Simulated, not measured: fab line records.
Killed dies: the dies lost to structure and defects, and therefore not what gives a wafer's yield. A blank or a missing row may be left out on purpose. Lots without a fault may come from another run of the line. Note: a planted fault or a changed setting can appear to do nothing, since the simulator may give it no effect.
Which tool was responsible?    flow gf180mcu    7 lots with 21 wafers sampled at 4 steps, on a route of 602 steps

WHAT THE GAUGES READ, wafer by wafer
GF_PASSIVATION_THK_MEAS_01.
lot   measured      on             PASSIVATION_CVD_00_THK (nm)
L613  day 28 09:26  film_metro-02  987 1029 1011
L617  day 29 14:08  film_metro-02  995 993 1008
L626  day 32 02:17  film_metro-02  979 998 1005
L628  day 32 11:27  film_metro-04  1004 1013 1034
L630  day 33 02:38  film_metro-04  987 1012 1008
L633  day 33 18:32  film_metro-03  988 1001 1006
L635  day 34 11:25  film_metro-04  982 999 996

EACH LOT AND THE TOOL THAT RAN IT (in order: tool; ch and the chambers of the sampled wafers; start)
lot   GF_SALICIDE_WET_ETCH_07          GF_TOP_METAL_SPUTTER_00       GF_TOP_METAL_STRIP_17
L613  wet_bench-01 ch 1, day 15 12:32  pvd_sputter-03, day 27 12:29  plasma_asher-04 ch 0,1, day 28 08:49
L617  wet_bench-01 ch 3, day 16 20:28  pvd_sputter-02, day 28 17:50  plasma_asher-04 ch 0,1, day 29 13:31
L626  wet_bench-03 ch 0, day 20 02:23  pvd_sputter-03, day 31 08:05  plasma_asher-04 ch 0,1, day 32 01:38
L628  wet_bench-03 ch 1, day 20 16:00  pvd_sputter-02, day 31 17:31  plasma_asher-04 ch 1, day 32 10:46
L630  wet_bench-03 ch 0, day 21 14:38  pvd_sputter-02, day 32 09:28  plasma_asher-04 ch 0,1, day 33 01:59
L633  wet_bench-03 ch 2, day 22 10:57  pvd_sputter-04, day 33 02:28  plasma_asher-04 ch 0,1, day 33 17:55
L635  wet_bench-01 ch 2, day 23 14:34  pvd_sputter-04, day 33 19:14  plasma_asher-03 ch 0,1, day 34 10:20
- GF_SALICIDE_WET_ETCH_07: etches the open film in SPM, target depth 120 nm.
- GF_TOP_METAL_SPUTTER_00: material Ti, target thk 37.5 nm, time 150 s.
- GF_TOP_METAL_STRIP_17: strips in O2/N2.

THE ANSWER, worked out from the rows above alone
Rule: the lots themselves supply what counts as usual. The widest of any qualifying gaps counts: lots, ordered by their means at a reading, are off when they make up no more than a third of the lots, leave a main group of 4 or more, and stand apart from it by 3 or more times the standard deviation of that group's means. The tables above print the reading to a certain number of digits; a main group whose means all agree to those digits is not used. Also off: a lot with no number at a reading for which 4 or more lots have one. Any other lot the step has rows for is counted as sound.
Across all readings shown, no lot is off: no conclusion can be drawn from this.

WHAT THE SIMULATOR PUT IN
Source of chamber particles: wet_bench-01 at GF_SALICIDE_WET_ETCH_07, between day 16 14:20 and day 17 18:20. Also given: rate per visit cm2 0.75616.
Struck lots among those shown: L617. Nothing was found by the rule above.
